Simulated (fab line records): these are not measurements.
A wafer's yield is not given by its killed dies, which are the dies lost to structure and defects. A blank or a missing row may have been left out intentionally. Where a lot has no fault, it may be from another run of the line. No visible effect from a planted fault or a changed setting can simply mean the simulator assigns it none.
fab line records ; flow sky130
record: lots: 6; wafers: 18; last_day: 50
route steps=708 shown SD_N@350 SD_P@359 RES_XHIGH@360 SALICIDE@361 LI_CONTACT@362 PAD_OPEN@708
lots untouched by any fault: they come from a run of this same line in which no faults occurred
start_h: hours from the record's first day to the start of the lot's first wafer shown ; wait_h: hours since the lot's step before ; " as in the row above ; L1.1+2: a row that stands for several wafers ; - value missing, or start not given ; * or withheld: withheld ; < > ~ a bound
route shown NAME@n: NAME is a module with steps in the file, n the number in the route of the first one ; usual: the fault-free wafers' mean and standard deviation ; same: alike in all rows ; chamber/n: place in a boat ; sites: per-site readings ; _std_site: how widely they spread, as a standard deviation ; _edge_site: outer sites' mean less inner sites' ; radius_mm: how far each site lies from the wafer's centre ; mask NAME#n: copy n ; behind: the last tool/chamber to shape the wafer ; hold: what put the lot on hold/how long, in hours/how the hold closed ; device: transistor that didn't switch, given as n, p or np ; end of line: the tests these same wafers got at the end of their route ; a step given without rows: its recipe and nothing more ; killed: dies that structure and defects cost at the first sort, which is not the same as the wafer's yield ; map: per-die view of a wafer (x killed, . not killed, _ where there is no die)
set.NAME: the setting as run; set.NAME@STEP: as run at that earlier step ; model.NAME: the simulator's own value behind a step, which no gauge read
certain route steps with their lots: each step a table, each wafer a row
services: from which hour (start_h, from the record's first day; less than 0 if before it) a tool's chamber was out of use, for how many hours, and why
== steps ==
step: SKY_SD_N_OVL_MEAS_08
usual: SD_N_OVL: 1.0/1.5
lot.wafer;tool;chamber;start_h;wait_h;SD_N_OVL[nm]
L476.3;overlay-02;-;663.47;0.1;-0.4
L476.4;overlay-02;-;663.47;0.1;1.3
L476.5;overlay-02;-;663.47;0.1;0.2
L481.2;overlay-01;-;712.81;0.1;3.0
L481.3;overlay-01;-;712.81;0.1;1.5
L481.5;overlay-01;-;712.81;0.1;1.9
L491.1;overlay-02;-;772.51;0.1;0.2
L491.2;overlay-02;-;772.51;0.1;-0.1
L491.5;overlay-02;-;772.51;0.1;-0.6
L492.1;overlay-02;-;785.06;0.1;-1.9
L492.4;overlay-02;-;785.06;0.1;0.8
L492.6;overlay-02;-;785.06;0.1;0.6
L495.3;overlay-01;-;802.87;0.1;3.0
L495.5;overlay-01;-;802.87;0.1;3.0
L495.6;overlay-01;-;802.87;0.1;3.3
L497.1;overlay-01;-;813.81;0.1;-1.2
L497.2;overlay-01;-;813.81;0.1;1.1
L497.6;overlay-01;-;813.81;0.1;1.5
step: SKY_SD_N_IMPLANT_09
recipe: species: As; energy_kev: 50; dose_cm2: 4e+15; tilt_deg: 0
step: SKY_SD_N_IMPLANT_10
recipe: species: P; energy_kev: 20; dose_cm2: 1e+14; tilt_deg: 0
step: SKY_SD_N_STRIP_11
recipe: chemistry: O2/N2; power_w: 1400; pressure_mtorr: 1500; platen_temp_c: withheld; o2_flow_sccm: 3000; n2_flow_sccm: 300; overash_fraction: 0.5
usual: drypump_motor_current_A: 5.44/0.28; oes_product_au: 0.528/0.0039; strip_time_to_endpoint_s: 22.57/0.037
lot.wafer;tool;chamber;start_h;wait_h;drypump_motor_current_A;oes_product_au;rf_hours_counter_h;strip_time_to_endpoint_s
L476.3;plasma_asher-02;1;663.83;0.1;5.89;0.535;-;22.57
L476.4;plasma_asher-02;0;663.83;0.1;5.68;0.530;-;22.56
L476.5;plasma_asher-02;1;663.83;0.1;5.91;0.528;-;22.58
L481.2;plasma_asher-01;0;713.14;0.1;5.12;0.523;58;22.60
L481.3;plasma_asher-01;0;713.14;0.1;5.09;0.528;-;22.61
L481.5;plasma_asher-01;0;713.14;0.1;5.11;0.527;-;22.58
L491.1;plasma_asher-02;0;772.84;0.1;5.74;0.533;3;22.57
L491.2;plasma_asher-02;1;772.84;0.1;5.93;0.527;3;22.58
L491.5;plasma_asher-02;1;772.84;0.1;5.91;0.526;-;22.54
L492.1;plasma_asher-03;1;785.39;0.1;5.27;0.520;96;22.58
L492.4;plasma_asher-03;1;785.39;0.1;5.27;0.521;-;22.57
L492.6;plasma_asher-03;0;785.39;0.1;5.32;0.525;-;22.55
L495.3;plasma_asher-01;0;803.23;0.1;5.09;0.537;-;22.56
L495.5;plasma_asher-01;1;803.23;0.1;5.31;0.527;-;22.56
L495.6;plasma_asher-01;0;803.23;0.1;5.12;0.530;-;22.57
L497.1;plasma_asher-01;0;814.14;0.1;5.11;0.525;67;22.56
L497.2;plasma_asher-01;1;814.14;0.1;5.27;0.530;67;22.54
L497.6;plasma_asher-01;1;814.14;0.1;5.29;0.524;-;22.58
step: SKY_SD_N_TW_MEAS_12
usual: SD_N_TW: 3951/36
lot.wafer;tool;chamber;start_h;wait_h;SD_N_TW
L476.3;film_metro-03;-;663.91;0.1;3944
L476.4;film_metro-03;-;663.91;0.1;3922
L476.5;film_metro-03;-;663.91;0.1;3944
L481.2;film_metro-02;-;713.25;0.1;3929
L481.3;film_metro-02;-;713.25;0.1;3945
L481.5;film_metro-02;-;713.25;0.1;3937
L491.1;film_metro-02;-;772.94;0.1;3953
L491.2;film_metro-02;-;772.94;0.1;3939
L491.5;film_metro-02;-;772.94;0.1;3965
L492.1;film_metro-04;-;785.49;0.1;3992
L492.4;film_metro-04;-;785.49;0.1;4010
L492.6;film_metro-04;-;785.49;0.1;3985
L495.3;film_metro-02;-;803.31;0.1;3962
L495.5;film_metro-02;-;803.31;0.1;3976
L495.6;film_metro-02;-;803.31;0.1;3932
L497.1;film_metro-02;-;814.24;0.1;3942
L497.2;film_metro-02;-;814.24;0.1;3922
L497.6;film_metro-02;-;814.24;0.1;3935
step: SKY_SD_N_CLEAN_13
recipe: chemistry: SC1/SC2; mix: 1:4:20; temp_c: 70; time_s: 150; dry: n2_spin
step: SKY_SD_N_RTA_14
recipe: temp_c: 1075; time_s: 2; idle_temp_c: 650; ramp_up_c_per_s: 150; ramp_down_c_per_s: 90; ambient: N2
usual: anneal_temp_c_max: 1081.4/2.4; chamber_o2_ppm: 2.005/0.02; lamp_power_pct: 15.73/0.053; ramp_up_c_per_s: 150.00/0.027; wafer_temp_C_max: 1078.0/1.1
lot.wafer;tool;chamber;start_h;wait_h;anneal_temp_c_max;chamber_o2_ppm;lamp_power_pct;ramp_up_c_per_s;wafer_temp_C_max
L476.3;rtp_anneal-01;0;664.02;0.0;1086.7;1.996;15.77;149.93;1077.6
L476.4;rtp_anneal-01;0;664.02;0.0;1081.8;1.999;15.70;150.04;1076.8
L476.5;rtp_anneal-01;0;664.02;0.0;1085.2;2.008;15.63;150.00;1078.4
L481.2;rtp_anneal-02;0;713.36;0.0;1079.5;1.996;15.73;150.01;1079.1
L481.3;rtp_anneal-02;0;713.36;0.0;1079.6;2.024;15.73;150.00;1080.4
L481.5;rtp_anneal-02;0;713.36;0.0;1081.4;1.973;15.80;150.02;1077.4
L491.1;rtp_anneal-02;0;773.06;0.0;1079.8;1.990;15.76;150.00;1080.3
L491.2;rtp_anneal-02;0;773.06;0.0;1078.7;2.003;15.67;150.05;1076.9
L491.5;rtp_anneal-02;0;773.06;0.0;1078.7;2.030;15.65;149.95;1076.4
L492.1;rtp_anneal-01;0;785.61;0.0;1081.7;1.990;15.69;150.00;1077.4
L492.4;rtp_anneal-01;0;785.61;0.0;1080.8;1.995;15.79;150.00;1078.2
L492.6;rtp_anneal-01;0;785.61;0.0;1083.1;1.986;15.68;150.01;1077.4
L495.3;rtp_anneal-02;0;803.43;0.0;1079.7;2.044;15.70;149.98;1076.7
L495.5;rtp_anneal-02;0;803.43;0.0;1078.5;2.001;15.71;150.03;1077.0
L495.6;rtp_anneal-02;0;803.43;0.0;1079.0;2.004;15.68;149.98;1077.9
L497.1;rtp_anneal-02;0;814.35;0.0;1078.9;1.996;15.76;150.03;1078.2
L497.2;rtp_anneal-02;0;814.35;0.0;1079.6;1.997;15.66;149.99;1078.8
L497.6;rtp_anneal-02;0;814.35;0.0;1079.5;2.030;15.72;149.99;1080.0
step: SKY_SD_N_RS_MEAS_16
recipe: thk_meas_gauge: four-point-probe
usual: SD_N_RS: 68.57/0.13
lot.wafer;tool;chamber;start_h;wait_h;SD_N_RS[ohm/sq]
L476.3;film_metro-02;-;664.22;0.1;68.46
L476.4;film_metro-02;-;664.22;0.1;68.57
L476.5;film_metro-02;-;664.22;0.1;68.36
L481.2;film_metro-03;-;713.55;0.1;68.40
L481.3;film_metro-03;-;713.55;0.1;68.54
L481.5;film_metro-03;-;713.55;0.1;68.45
L491.1;film_metro-03;-;773.23;0.1;68.39
L491.2;film_metro-03;-;773.23;0.1;68.63
L491.5;film_metro-03;-;773.23;0.1;68.70
L492.1;film_metro-03;-;785.78;0.1;68.54
L492.4;film_metro-03;-;785.78;0.1;68.70
L492.6;film_metro-03;-;785.78;0.1;68.72
L495.3;film_metro-03;-;803.62;0.1;68.68
L495.5;film_metro-03;-;803.62;0.1;68.48
L495.6;film_metro-03;-;803.62;0.1;68.62
L497.1;film_metro-04;-;814.53;0.1;68.50
L497.2;film_metro-04;-;814.53;0.1;68.74
L497.6;film_metro-04;-;814.53;0.1;68.63
step: SKY_SD_N_RS_MEAS_17
recipe: thk_meas_gauge: four-point-probe
usual: SD_P_RS: 147.1/0.4
lot.wafer;tool;chamber;start_h;wait_h;SD_P_RS[ohm/sq]
L476.3;film_metro-02;-;664.34;0.1;146.7
L476.4;film_metro-02;-;664.34;0.1;147.2
L476.5;film_metro-02;-;664.34;0.1;147.2
L481.2;film_metro-03;-;713.67;0.1;147.1
L481.3;film_metro-03;-;713.67;0.1;147.3
L481.5;film_metro-03;-;713.67;0.1;147.1
L491.1;film_metro-03;-;773.35;0.1;147.4
L491.2;film_metro-03;-;773.35;0.1;147.4
L491.5;film_metro-03;-;773.35;0.1;147.5
L492.1;film_metro-03;-;785.90;0.1;147.2
L492.4;film_metro-03;-;785.90;0.1;147.6
L492.6;film_metro-03;-;785.90;0.1;147.4
L495.3;film_metro-03;-;803.74;0.1;147.2
L495.5;film_metro-03;-;803.74;0.1;147.4
L495.6;film_metro-03;-;803.74;0.1;146.6
L497.1;film_metro-04;-;814.65;0.1;147.1
L497.2;film_metro-04;-;814.65;0.1;147.2
L497.6;film_metro-04;-;814.65;0.1;147.0
step: SKY_SD_N_RS_MEAS_18
recipe: thk_meas_gauge: four-point-probe
usual: RES_XHIGH_RS: 333.0/1.2
lot.wafer;tool;chamber;start_h;wait_h;RES_XHIGH_RS[ohm/sq]
L476.3;film_metro-02;-;664.46;0.1;331.0
L476.4;film_metro-02;-;664.46;0.1;331.7
L476.5;film_metro-02;-;664.46;0.1;332.1
L481.2;film_metro-03;-;713.79;0.1;331.9
L481.3;film_metro-03;-;713.79;0.1;333.2
L481.5;film_metro-03;-;713.79;0.1;331.3
L491.1;film_metro-03;-;773.47;0.1;332.4
L491.2;film_metro-03;-;773.47;0.1;332.1
L491.5;film_metro-03;-;773.47;0.1;332.1
L492.1;film_metro-03;-;786.02;0.1;334.3
L492.4;film_metro-03;-;786.02;0.1;334.4
L492.6;film_metro-03;-;786.02;0.1;334.3
L495.3;film_metro-03;-;803.86;0.1;333.2
L495.5;film_metro-03;-;803.86;0.1;333.6
L495.6;film_metro-03;-;803.86;0.1;333.9
L497.1;film_metro-04;-;814.77;0.1;333.5
L497.2;film_metro-04;-;814.77;0.1;333.0
L497.6;film_metro-04;-;814.77;0.1;332.6
step: SKY_SALICIDE_CLEAN_00
recipe: chemistry: HF-last; time_s: 30; dilution: 100:1; dry: ipa_marangoni
step: SKY_LI_CONTACT_HDPCVD_00
recipe: material: PSG; target_thk_nm: 930; sigma_open_frac: 0.3; time_s: 155; temp_c: 600; sih4_flow_sccm: 60; pressure_mtorr: 6
usual: pressure_mtorr: 6.001/0.015; sih4_flow_sccm: 59.99/0.19
lot.wafer;tool;chamber;start_h;wait_h;pressure_mtorr;sih4_flow_sccm;model.PSG_of_LI_CONTACT_HDPCVD_00.thk_nm
L476.3;hdpcvd-02;1;664.55;0.0;6.003;59.93;905.7
L476.4;hdpcvd-02;1;664.55;0.0;6.024;60.13;910.6
L476.5;hdpcvd-02;0;664.55;0.0;6.006;59.87;938.1
L481.2;hdpcvd-01;1;713.90;0.0;6.030;60.00;940.8
L481.3;hdpcvd-01;0;713.90;0.0;6.010;60.06;933.5
L481.5;hdpcvd-01;2;713.90;0.0;6.014;59.80;911.6
L491.1;hdpcvd-02;1;773.61;0.0;6.006;48.03;743.3
L491.2;hdpcvd-02;2;773.61;0.0;5.972;47.91;743.6
L491.5;hdpcvd-02;2;773.61;0.0;5.977;47.93;749.1
L492.1;hdpcvd-02;1;786.16;0.0;6.000;48.00;739
L492.4;hdpcvd-02;1;786.16;0.0;6.015;48.19;743
L492.6;hdpcvd-02;0;786.16;0.0;6.009;48.17;760.1
L495.3;hdpcvd-01;1;803.96;0.0;5.974;60.23;939
L495.5;hdpcvd-01;2;803.96;0.0;6.005;59.82;939.3
L495.6;hdpcvd-01;0;803.96;0.0;5.976;60.12;937.7
L497.1;hdpcvd-01;1;814.91;0.0;6.003;59.91;927.1
L497.2;hdpcvd-01;2;814.91;0.0;5.994;59.68;918.6
L497.6;hdpcvd-01;1;814.91;0.0;6.001;60.21;933.7
step: SKY_LI_CONTACT_THK_MEAS_01
recipe: reads: PSG_of_LI_CONTACT_HDPCVD_00
usual: LI_CONTACT_HDPCVD_THK: 933/9.4
lot.wafer;tool;chamber;start_h;wait_h;LI_CONTACT_HDPCVD_THK[nm]
L476.3;film_metro-02;-;664.68;0.1;906
L476.4;film_metro-02;-;664.68;0.1;910
L476.5;film_metro-02;-;664.68;0.1;939
L481.2;film_metro-04;-;714.02;0.1;941
L481.3;film_metro-04;-;714.02;0.1;935
L481.5;film_metro-04;-;714.02;0.1;911
L491.1;film_metro-04;-;773.71;0.1;743
L491.2;film_metro-04;-;773.71;0.1;743
L491.5;film_metro-04;-;773.71;0.1;750
L492.1;film_metro-02;-;786.26;0.1;739
L492.4;film_metro-02;-;786.26;0.1;743
L492.6;film_metro-02;-;786.26;0.1;760
L495.3;film_metro-04;-;804.08;0.1;939
L495.5;film_metro-04;-;804.08;0.1;939
L495.6;film_metro-04;-;804.08;0.1;937
L497.1;film_metro-03;-;815.01;0.1;927
L497.2;film_metro-03;-;815.01;0.1;919
L497.6;film_metro-03;-;815.01;0.1;934
step: SKY_LI_CONTACT_CMP_02
recipe: material: PSG; down_force_psi: 4; platen_rpm: 60; pad_velocity_m_s: 0.94248
usual: edge_zone_pressure_frac: 1.000/0.0048; motor_current_A: 11.7/0.75; time_to_endpoint_s: 32.7/2.6
lot.wafer;tool;chamber;start_h;wait_h;edge_zone_pressure_frac;motor_current_A;time_to_endpoint_s
L476.4;cmp-01;3;664.72;0.0;1.000;13.1;29.3
L476.3;cmp-01;1;664.72;0.0;1.005;11.2;32.9
L476.5;cmp-01;3;664.72;0.0;1.004;12.1;32.9
L481.3;cmp-01;2;714.18;0.1;0.998;10.9;30.1
L481.2;cmp-01;0;714.18;0.1;1.002;10.0;36.0
L481.5;cmp-01;2;714.18;0.1;0.992;11.4;29.7
L491.1;cmp-01;0;773.87;0.1;0.998;11.1;16.6
L491.2;cmp-01;1;773.87;0.1;0.995;11.1;16.9
L491.5;cmp-01;3;773.87;0.1;1.002;11.9;14.1
L492.4;cmp-01;1;786.32;0.0;1.009;11.3;13.5
L492.1;cmp-01;0;786.32;0.0;1.007;10.9;12.4
L492.6;cmp-01;2;786.32;0.0;1.002;11.5;15.1
L495.3;cmp-01;1;804.22;0.1;0.996;11.3;39.3
L495.5;cmp-01;3;804.22;0.1;1.009;12.3;35.3
L495.6;cmp-01;0;804.22;0.1;0.994;10.5;36.4
L497.2;cmp-02;1;815.07;0.0;1.000;12.2;31.1
L497.1;cmp-02;2;815.07;0.0;1.010;12.3;31.7
L497.6;cmp-02;2;815.07;0.0;0.998;12.3;30.6
step: SKY_LI_CONTACT_BOW_MEAS_03
recipe: mode: bow
usual: LI_CONTACT_BOW: 55/7.1
lot.wafer;tool;chamber;start_h;wait_h;LI_CONTACT_BOW[um]
L476.3;film_metro-02;-;665.06;0.2;43
L476.4;film_metro-02;-;665.06;0.2;65
L476.5;film_metro-02;-;665.06;0.2;46
L481.2;film_metro-02;-;714.50;0.2;52
L481.3;film_metro-02;-;714.50;0.2;63
L481.5;film_metro-02;-;714.50;0.2;55
L491.1;film_metro-04;-;774.07;0.1;56
L491.2;film_metro-04;-;774.07;0.1;61
L491.5;film_metro-04;-;774.07;0.1;57
L492.1;film_metro-02;-;786.62;0.1;55
L492.4;film_metro-02;-;786.62;0.1;53
L492.6;film_metro-02;-;786.62;0.1;55
L495.3;film_metro-03;-;804.46;0.2;58
L495.5;film_metro-03;-;804.46;0.2;53
L495.6;film_metro-03;-;804.46;0.2;55
L497.1;film_metro-03;-;815.37;0.2;49
L497.2;film_metro-03;-;815.37;0.2;55
L497.6;film_metro-03;-;815.37;0.2;58
step: SKY_PAD_OPEN_PROBE_99
usual: killed_at_M0_to_M3: 42/6.7; killed_at_M4_up: 3.0/1.9; killed_at_contacts: 24/5.3; killed_at_front_end: 16/4.3; killed_at_other: 0.4/0.71; killed_dies: 85/9.6; killed_open: 46/6.5; killed_short: 39/6.7
same: gross_dies: 492; killed_at_back_side: 0
lot.wafer;tool;chamber;start_h;wait_h;killed_at_M0_to_M3;killed_at_M4_up;killed_at_contacts;killed_at_front_end;killed_at_other;killed_dies;killed_open;killed_short
L476.3;prober-02;-;1098.15;0.2;51;3;29;19;3;105;60;42
L476.4;prober-02;-;1098.20;0.2;46;2;28;20;0;96;55;41
L476.5;prober-02;-;1098.25;0.2;51;2;21;11;3;88;48;37
L481.2;prober-01;-;1135.06;0.1;43;1;18;18;0;80;36;44
L481.3;prober-01;-;1135.11;0.2;36;4;20;21;0;81;43;38
L481.5;prober-01;-;1135.21;0.2;37;3;21;21;0;82;42;39
L491.1;prober-01;-;1178.54;0.1;32;0;36;10;0;78;45;33
L491.2;prober-01;-;1178.59;0.1;35;2;24;18;0;79;47;32
L491.5;prober-01;-;1178.74;0.2;40;3;31;14;0;88;56;32
killed by level:class
L476.3 VIA1:geometric_particle:open=14 CONTACT:geometric_particle:open=11 VIA3:geometric_particle:open=9 VIA2:geometric_particle:open=7 FIELD_ISO:geometric_particle:short=6 LI_CONTACT:geometric_particle:open=6 CONTACT:geometric_particle:short=6 METAL2:geometric_particle:short=6
L476.4 VIA1:geometric_particle:open=17 CONTACT:geometric_particle:open=13 VIA1:geometric_particle:short=9 FIELD_ISO:geometric_particle:open=5 CONTACT:geometric_particle:short=5 FIELD_ISO:geometric_particle:short=4 POLY_GATE:geometric_particle:short=4 POLY_GATE:geometric_particle:open=4
L476.5 VIA1:geometric_particle:open=11 CONTACT:geometric_particle:open=9 METAL2:geometric_particle:short=8 VIA3:geometric_particle:open=7 VIA2:geometric_particle:open=6 FIELD_ISO:geometric_particle:open=5 METAL1:geometric_particle:short=5 VIA1:geometric_particle:short=5
L481.2 METAL1:geometric_particle:short=8 LOCAL_INTERCONNECT:geometric_particle:short=7 VIA1:geometric_particle:open=7 VIA2:geometric_particle:short=7 VIA2:geometric_particle:open=6 POLY_GATE:geometric_particle:open=6 POLY_GATE:geometric_particle:short=4 CONTACT:geometric_particle:short=4
L481.3 VIA1:geometric_particle:open=7 VIA2:geometric_particle:open=7 POLY_GATE:geometric_particle:short=6 POLY_GATE:geometric_particle:open=6 METAL1:geometric_particle:short=6 LI_CONTACT:geometric_particle:open=5 CONTACT:geometric_particle:open=5 CONTACT:geometric_particle:short=5
L481.5 CONTACT:geometric_particle:open=8 VIA1:geometric_particle:open=8 METAL1:geometric_particle:short=7 VIA3:geometric_particle:open=7 POLY_GATE:geometric_particle:open=6 POLY_GATE:geometric_particle:short=6 LI_CONTACT:geometric_particle:open=5 VIA2:geometric_particle:short=5
L491.1 CONTACT:geometric_particle:open=12 VIA3:geometric_particle:open=10 CONTACT:geometric_particle:short=8 FIELD_ISO:geometric_particle:open=6 LI_CONTACT:geometric_particle:short=5 LI_CONTACT:geometric_particle:open=5 LOCAL_INTERCONNECT:geometric_particle:short=5 METAL2:geometric_particle:short=5
L491.2 VIA1:geometric_particle:open=12 CONTACT:geometric_particle:open=11 POLY_GATE:geometric_particle:short=9 LI_CONTACT:geometric_particle:open=5 VIA2:geometric_particle:open=5 FIELD_ISO:geometric_particle:short=3 LOCAL_INTERCONNECT:geometric_particle:short=3 VIA3:geometric_particle:open=3
L491.5 LI_CONTACT:geometric_particle:open=14 VIA2:geometric_particle:open=11 CONTACT:geometric_particle:open=9 VIA3:geometric_particle:open=8 VIA1:geometric_particle:open=6 LOCAL_INTERCONNECT:geometric_particle:short=5 FIELD_ISO:geometric_particle:short=4 VIA1:geometric_particle:short=4
== services ==
tool;chamber;start_h;hours;kind
hdpcvd-01;-;643.94;0.8;pm
hdpcvd-02;-;647.56;1.6;repair
hdpcvd-01;-;650.75;15.0;pm
hdpcvd-01;0;650.75;15.0;vent_cycle
cmp-02;-;653.47;0.2;repair
cmp-02;-;658.15;0.4;repair
cmp-02;-;658.55;8.2;pm
plasma_asher-01;-;670.74;1.9;repair
plasma_asher-01;-;674.67;3.6;repair
plasma_asher-03;-;678.87;4.3;pm
cmp-01;-;686.30;4.0;pm
plasma_asher-02;-;698.95;0.7;repair
cmp-02;-;711.32;4.3;repair
plasma_asher-01;-;715.12;14.0;repair
hdpcvd-01;-;718.50;5.5;pm
rtp_anneal-02;-;724.62;4.5;pm
plasma_asher-02;-;733.75;9.0;pm
hdpcvd-01;-;742.69;4.3;pm
cmp-02;-;744.00;4.0;pm
hdpcvd-02;-;745.12;2.1;repair
hdpcvd-01;2;754.49;15.6;repair
cmp-01;-;759.02;2.1;repair
cmp-01;-;784.23;1.7;repair
hdpcvd-02;0;789.12;5.7;repair
== key ==
first_sign: step: SKY_LI_CONTACT_HDPCVD_00; reading: sih4_flow_sccm; direction: down; sigmas: 62; usual: 59.99; struck: 48.04
effect: step: SKY_LI_CONTACT_THK_MEAS_01; reading: LI_CONTACT_HDPCVD_THK; direction: down; sigmas: 20; usual: 933; struck: 746
effect: step: SKY_LI_CONTACT_CMP_02; reading: time_to_endpoint_s; direction: down; sigmas: 7; usual: *; struck: *
model_effect: step: SKY_LI_CONTACT_HDPCVD_00; value: PSG_of_LI_CONTACT_HDPCVD_00.thk_nm; without: 932.4; struck: 746.4
met_at SKY_LI_CONTACT_HDPCVD_00
struck_wafers L491.1,L491.2,L491.5,L492.1,L492.4,L492.6
tester_left_out L491,L492
onset_between 664.55 773.61
fault: kind: process_parameter_drift; tool: hdpcvd-02; chamber: -; onset_h: 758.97; steps: SKY_LI_CONTACT_HDPCVD_00; channel: sih4_flow_sccm; offset: -12; shape: step; end_h: 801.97; acts_in: these_recipes_only; stated: 60
tester_left_out: of these lots the tester's yield and bins aren't shown, on N5 and GAA mostly nor the transistor test; their killed dies are dies lost to structure and defects alone, not to doping, threshold or leakage, so they don't give the yield
